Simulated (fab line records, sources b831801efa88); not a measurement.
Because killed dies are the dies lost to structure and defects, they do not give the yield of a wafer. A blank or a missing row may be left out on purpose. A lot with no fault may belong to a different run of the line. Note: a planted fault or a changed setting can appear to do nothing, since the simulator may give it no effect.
Which tool did it? :: flow gf180mcu :: Sampling: 12 lots, 36 wafers, 6 of 602 route steps

## WHAT EACH GAUGE READ, for each wafer
GF_HV_LDD_THK_MEAS_57. Usual: HV_LDD_CVD_56_THK 90.0 nm, standard deviation 0.83.
lot: L744
measured: day 12 13:04
on: film-metro-02
HV_LDD_CVD_56_THK (nm): 91.2 90.9 91.3
flag: 

lot: L745
measured: day 12 16:01
on: film-metro-02
HV_LDD_CVD_56_THK (nm): 89.5 88.9 90.3
flag: 

lot: L746
measured: day 13 00:32
on: film-metro-04
HV_LDD_CVD_56_THK (nm): 89.5 88.7 88.8
flag: 

lot: L747
measured: day 13 11:04
on: film-metro-04
HV_LDD_CVD_56_THK (nm): 89.5 88.9 89.6
flag: 

lot: L748
measured: day 13 11:50
on: film-metro-04
HV_LDD_CVD_56_THK (nm): 90.1 90.3 90.0
flag: 

lot: L750
measured: day 14 09:31
on: film-metro-04
HV_LDD_CVD_56_THK (nm): 90.4 90.8 90.7
flag: 

lot: L756
measured: day 17 02:56
on: film-metro-01
HV_LDD_CVD_56_THK (nm): 91.3 90.5 90.5
flag: 

lot: L757
measured: day 17 07:16
on: film-metro-02
HV_LDD_CVD_56_THK (nm): 89.8 90.3 90.8
flag: 

lot: L760
measured: day 18 03:20
on: film-metro-04
HV_LDD_CVD_56_THK (nm): 91.4 91.4 90.9
flag: 

lot: L765
measured: day 19 13:45
on: film-metro-04
HV_LDD_CVD_56_THK (nm): 88.8 89.2 88.4
flag: 

lot: L766
measured: day 19 19:45
on: film-metro-04
HV_LDD_CVD_56_THK (nm): 90.7 90.5 90.8
flag: 

lot: L767
measured: day 20 01:34
on: film-metro-04
HV_LDD_CVD_56_THK (nm): 89.9 89.7 89.9
flag: 

GF_CONTACT_THK_MEAS_03. Usual: CONTACT_CVD_02_THK 858 nm, standard deviation 10.
lot: L744
measured: day 15 04:11
on: film-metro-02
CONTACT_CVD_02_THK (nm): 856 866 866
flag: 

lot: L745
measured: day 15 08:44
on: film-metro-01
CONTACT_CVD_02_THK (nm): 853 861 858
flag: 

lot: L746
measured: day 15 17:21
on: film-metro-04
CONTACT_CVD_02_THK (nm): 830 845 846
flag: 

lot: L747
measured: day 16 06:02
on: film-metro-04
CONTACT_CVD_02_THK (nm): 853 866 862
flag: 

lot: L748
measured: day 16 06:55
on: film-metro-01
CONTACT_CVD_02_THK (nm): 862 855 877
flag: 

lot: L750
measured: day 17 05:51
on: film-metro-02
CONTACT_CVD_02_THK (nm): 842 851 867
flag: 

lot: L756
measured: day 20 01:25
on: film-metro-02
CONTACT_CVD_02_THK (nm): 843 1228 855
flag: OFF

lot: L757
measured: day 20 06:32
on: film-metro-04
CONTACT_CVD_02_THK (nm): 824 856 1224
flag: OFF

lot: L760
measured: day 21 02:06
on: film-metro-02
CONTACT_CVD_02_THK (nm): 849 853 846
flag: 

lot: L765
measured: day 22 12:28
on: film-metro-01
CONTACT_CVD_02_THK (nm): 852 835 851
flag: 

lot: L766
measured: day 22 19:26
on: film-metro-02
CONTACT_CVD_02_THK (nm): 853 863 865
flag: 

lot: L767
measured: day 23 00:38
on: film-metro-02
CONTACT_CVD_02_THK (nm): 861 864 867
flag: 

GF_CONTACT_OVL_MEAS_15. Usual: CONTACT_OVL 2 nm, standard deviation 4.7.
lot: L744
measured: day 16 03:05
on: overlay-02
CONTACT_OVL (nm): 3 1 -3
flag: 

lot: L745
measured: day 16 07:31
on: overlay-01
CONTACT_OVL (nm): 6 3 4
flag: 

lot: L746
measured: day 16 17:02
on: overlay-02
CONTACT_OVL (nm): 6 6 7
flag: 

lot: L747
measured: day 17 05:37
on: overlay-02
CONTACT_OVL (nm): 5 1 -2
flag: 

lot: L748
measured: day 17 06:34
on: overlay-01
CONTACT_OVL (nm): -3 -1 0
flag: 

lot: L750
measured: day 18 05:55
on: overlay-02
CONTACT_OVL (nm): 4 4 3
flag: 

lot: L756
measured: day 21 01:22
on: overlay-01
CONTACT_OVL (nm): 0 -8 -6
flag: 

lot: L757
measured: day 21 07:05
on: overlay-02
CONTACT_OVL (nm): 6 2 4
flag: 

lot: L760
measured: day 22 02:02
on: overlay-02
CONTACT_OVL (nm): 4 0 0
flag: 

lot: L765
measured: day 23 11:47
on: overlay-02
CONTACT_OVL (nm): 4 11 4
flag: 

lot: L766
measured: day 23 17:55
on: overlay-02
CONTACT_OVL (nm): 10 4 8
flag: 

lot: L767
measured: day 23 23:16
on: overlay-02
CONTACT_OVL (nm): 3 4 1
flag: 

## TOOL THAT RAN EACH LOT (tool first, then ch and the chambers of the sampled wafers, then the start)
lot: L744
GF_NSD_STRIP_11: plasma-asher-02 ch 0,1, day 13 09:07
GF_CONTACT_CVD_02: pecvd-02 ch 0,1, day 15 04:04
GF_CONTACT_CMP_04: cmp-02 ch 0,1, day 15 04:14

lot: L745
GF_NSD_STRIP_11: plasma-asher-01 ch 0,1, day 13 12:46
GF_CONTACT_CVD_02: pecvd-02 ch 0,1,2, day 15 08:40
GF_CONTACT_CMP_04: cmp-02 ch 1,2,3, day 15 08:50

lot: L746
GF_NSD_STRIP_11: plasma-asher-04 ch 0,1, day 13 20:28
GF_CONTACT_CVD_02: pecvd-02 ch 0,2, day 15 17:17
GF_CONTACT_CMP_04: cmp-01 ch 1,2,3, day 15 17:31

lot: L747
GF_NSD_STRIP_11: plasma-asher-04 ch 0, day 14 08:19
GF_CONTACT_CVD_02: pecvd-03 ch 1,2, day 16 05:57
GF_CONTACT_CMP_04: cmp-01 ch 0,2, day 16 06:05

lot: L748
GF_NSD_STRIP_11: plasma-asher-02 ch 0,1, day 14 08:46
GF_CONTACT_CVD_02: pecvd-02 ch 1,2, day 16 06:51
GF_CONTACT_CMP_04: cmp-02 ch 1,2,3, day 16 06:59

lot: L750
GF_NSD_STRIP_11: plasma-asher-01 ch 0,1, day 15 07:28
GF_CONTACT_CVD_02: pecvd-04 ch 0,2, day 17 05:47
GF_CONTACT_CMP_04: cmp-01 ch 0,2,3, day 17 05:59

lot: L756
GF_NSD_STRIP_11: plasma-asher-01 ch 0,1, day 18 02:28
GF_CONTACT_CVD_02: pecvd-02 ch 0,1, day 20 01:19
GF_CONTACT_CMP_04: cmp-02 ch 0,1, day 20 01:32

lot: L757
GF_NSD_STRIP_11: plasma-asher-02 ch 0,1, day 18 07:13
GF_CONTACT_CVD_02: pecvd-02 ch 0,1, day 20 06:26
GF_CONTACT_CMP_04: cmp-02 ch 0,2,3, day 20 06:35

lot: L760
GF_NSD_STRIP_11: plasma-asher-02 ch 0,1, day 19 02:06
GF_CONTACT_CVD_02: pecvd-04 ch 0,1,2, day 21 02:02
GF_CONTACT_CMP_04: cmp-01 ch 0,2,3, day 21 02:10

lot: L765
GF_NSD_STRIP_11: plasma-asher-02 ch 0,1, day 20 12:40
GF_CONTACT_CVD_02: pecvd-02 ch 0,1, day 22 12:23
GF_CONTACT_CMP_04: cmp-02 ch 0,1,2, day 22 12:35

lot: L766
GF_NSD_STRIP_11: plasma-asher-04 ch 0,1, day 20 18:48
GF_CONTACT_CVD_02: pecvd-02 ch 1,2, day 22 19:21
GF_CONTACT_CMP_04: cmp-01 ch 1,2,3, day 22 19:35

lot: L767
GF_NSD_STRIP_11: plasma-asher-02 ch 1, day 21 01:03
GF_CONTACT_CVD_02: pecvd-03 ch 0,1,2, day 23 00:34
GF_CONTACT_CMP_04: cmp-01 ch 0,2, day 23 00:44
- GF_NSD_STRIP_11: strips in O2/N2.
- GF_CONTACT_CVD_02: deposits SiO2 from TEOS, target thk 860 nm, time 95.992 s.
- GF_CONTACT_CMP_04: polishes SiO2.

## AS READ BY THE TOOLS THEMSELVES (means over the sampled wafers that have a number; for cases with no such wafer, the mark the record gives instead)
GF_NSD_STRIP_11. Usual: drypump-motor-current-A 6.0 A, standard deviation 0.34; heater-power-w 306 W, standard deviation 21; oes-product-au 0.487 a.u., standard deviation 0.0051; platen-temp-c 250.01 C, standard deviation 0.17; strip-time-to-endpoint-s 22.961 s, standard deviation 0.027.
lot: L744
tool: plasma-asher-02
drypump-motor-current-A (A): 5.8
heater-power-w (W): 320
oes-product-au (a.u.): 0.486
platen-temp-c (C): 249.88
strip-time-to-endpoint-s (s): 22.978
flag: 

lot: L745
tool: plasma-asher-01
drypump-motor-current-A (A): 6.2
heater-power-w (W): 313
oes-product-au (a.u.): 0.489
platen-temp-c (C): 250.07
strip-time-to-endpoint-s (s): 22.955
flag: 

lot: L746
tool: plasma-asher-04
drypump-motor-current-A (A): 6.1
heater-power-w (W): 273
oes-product-au (a.u.): 0.488
platen-temp-c (C): 249.88
strip-time-to-endpoint-s (s): 22.962
flag: 

lot: L747
tool: plasma-asher-04
drypump-motor-current-A (A): 6.0
heater-power-w (W): 287
oes-product-au (a.u.): 0.491
platen-temp-c (C): 250.05
strip-time-to-endpoint-s (s): 22.954
flag: 

lot: L748
tool: plasma-asher-02
drypump-motor-current-A (A): 5.7
heater-power-w (W): 317
oes-product-au (a.u.): 0.481
platen-temp-c (C): 249.90
strip-time-to-endpoint-s (s): 22.944
flag: 

lot: L750
tool: plasma-asher-01
drypump-motor-current-A (A): 6.2
heater-power-w (W): 316
oes-product-au (a.u.): 0.488
platen-temp-c (C): 250.15
strip-time-to-endpoint-s (s): 22.935
flag: 

lot: L756
tool: plasma-asher-01
drypump-motor-current-A (A): 6.3
heater-power-w (W): 317
oes-product-au (a.u.): 0.494
platen-temp-c (C): 249.99
strip-time-to-endpoint-s (s): 22.952
flag: 

lot: L757
tool: plasma-asher-02
drypump-motor-current-A (A): 5.8
heater-power-w (W): 323
oes-product-au (a.u.): 0.487
platen-temp-c (C): 249.93
strip-time-to-endpoint-s (s): 22.979
flag: 

lot: L760
tool: plasma-asher-02
drypump-motor-current-A (A): 5.8
heater-power-w (W): 316
oes-product-au (a.u.): 0.488
platen-temp-c (C): 250.11
strip-time-to-endpoint-s (s): 22.976
flag: 

lot: L765
tool: plasma-asher-02
drypump-motor-current-A (A): 6.0
heater-power-w (W): 316
oes-product-au (a.u.): 0.487
platen-temp-c (C): 250.13
strip-time-to-endpoint-s (s): 22.973
flag: 

lot: L766
tool: plasma-asher-04
drypump-motor-current-A (A): 6.1
heater-power-w (W): 276
oes-product-au (a.u.): 0.491
platen-temp-c (C): 250.00
strip-time-to-endpoint-s (s): 23.015
flag: 

lot: L767
tool: plasma-asher-02
drypump-motor-current-A (A): 5.5
heater-power-w (W): 321
oes-product-au (a.u.): 0.483
platen-temp-c (C): 249.91
strip-time-to-endpoint-s (s): 22.954
flag: 

GF_CONTACT_CVD_02. Usual: heater-power-w 677 W, standard deviation 100.
lot: L744
tool: pecvd-02
heater-power-w (W): 721
flag: 

lot: L745
tool: pecvd-02
heater-power-w (W): 694
flag: 

lot: L746
tool: pecvd-02
heater-power-w (W): 679
flag: 

lot: L747
tool: pecvd-03
heater-power-w (W): 498
flag: 

lot: L748
tool: pecvd-02
heater-power-w (W): 729
flag: 

lot: L750
tool: pecvd-04
heater-power-w (W): 729
flag: 

lot: L756
tool: pecvd-02
heater-power-w (W): 741
flag: 

lot: L757
tool: pecvd-02
heater-power-w (W): 753
flag: 

lot: L760
tool: pecvd-04
heater-power-w (W): 652
flag: 

lot: L765
tool: pecvd-02
heater-power-w (W): 722
flag: 

lot: L766
tool: pecvd-02
heater-power-w (W): 744
flag: 

lot: L767
tool: pecvd-03
heater-power-w (W): 628
flag: 

GF_CONTACT_CMP_04. Usual: motor-current-A 12.4 A, standard deviation 1.6; time-to-endpoint-s 111 s, standard deviation 4.8.
lot: L744
tool: cmp-02
motor-current-A (A): 11.3
time-to-endpoint-s (s): 116
flag: 

lot: L745
tool: cmp-02
motor-current-A (A): 12.6
time-to-endpoint-s (s): 110
flag: 

lot: L746
tool: cmp-01
motor-current-A (A): 12.6
time-to-endpoint-s (s): 104
flag: 

lot: L747
tool: cmp-01
motor-current-A (A): 12.2
time-to-endpoint-s (s): 110
flag: 

lot: L748
tool: cmp-02
motor-current-A (A): 12.7
time-to-endpoint-s (s): 117
flag: 

lot: L750
tool: cmp-01
motor-current-A (A): 12.2
time-to-endpoint-s (s): 107
flag: 

lot: L756
tool: cmp-02
motor-current-A (A): 10.6
time-to-endpoint-s (s): 155
flag: OFF

lot: L757
tool: cmp-02
motor-current-A (A): 13.1
time-to-endpoint-s (s): 151
flag: OFF

lot: L760
tool: cmp-01
motor-current-A (A): 11.9
time-to-endpoint-s (s): 112
flag: 

lot: L765
tool: cmp-02
motor-current-A (A): 11.1
time-to-endpoint-s (s): 109
flag: 

lot: L766
tool: cmp-01
motor-current-A (A): 12.4
time-to-endpoint-s (s): 109
flag: 

lot: L767
tool: cmp-01
motor-current-A (A): 12.1
time-to-endpoint-s (s): 109
flag: 

## THE ANSWER, worked out from the rows above alone
Rule: lot off if the mean of its wafers having a number is beyond 3 standard deviations from the usual mean. A lot without any number at a reading at which 4 lots or more have one is off too. Where the step has rows for the other lots, those lots are counted as sound. The gauges are gone through in route order, then the tools' own readings, and for those a lot's mean is taken as printed above. At the first step where some lot is off, the reading lying furthest off is the one used; lots without a number count as furthest.
Off: L756, L757, seen at GF_CONTACT_THK_MEAS_03 (CONTACT_CVD_02_THK).
If a tool, at a process step before that reading, ran all the lots that are off and no sound lot after the first of them, it fits. Not tried: the gauges at GF_CONTACT_THK_MEAS_03; whatever is off there is also off at GF_CONTACT_CMP_04, on other tools, and gauge error can't account for it. Of those tried, none fits.

## WHAT THE SIMULATOR PUT IN
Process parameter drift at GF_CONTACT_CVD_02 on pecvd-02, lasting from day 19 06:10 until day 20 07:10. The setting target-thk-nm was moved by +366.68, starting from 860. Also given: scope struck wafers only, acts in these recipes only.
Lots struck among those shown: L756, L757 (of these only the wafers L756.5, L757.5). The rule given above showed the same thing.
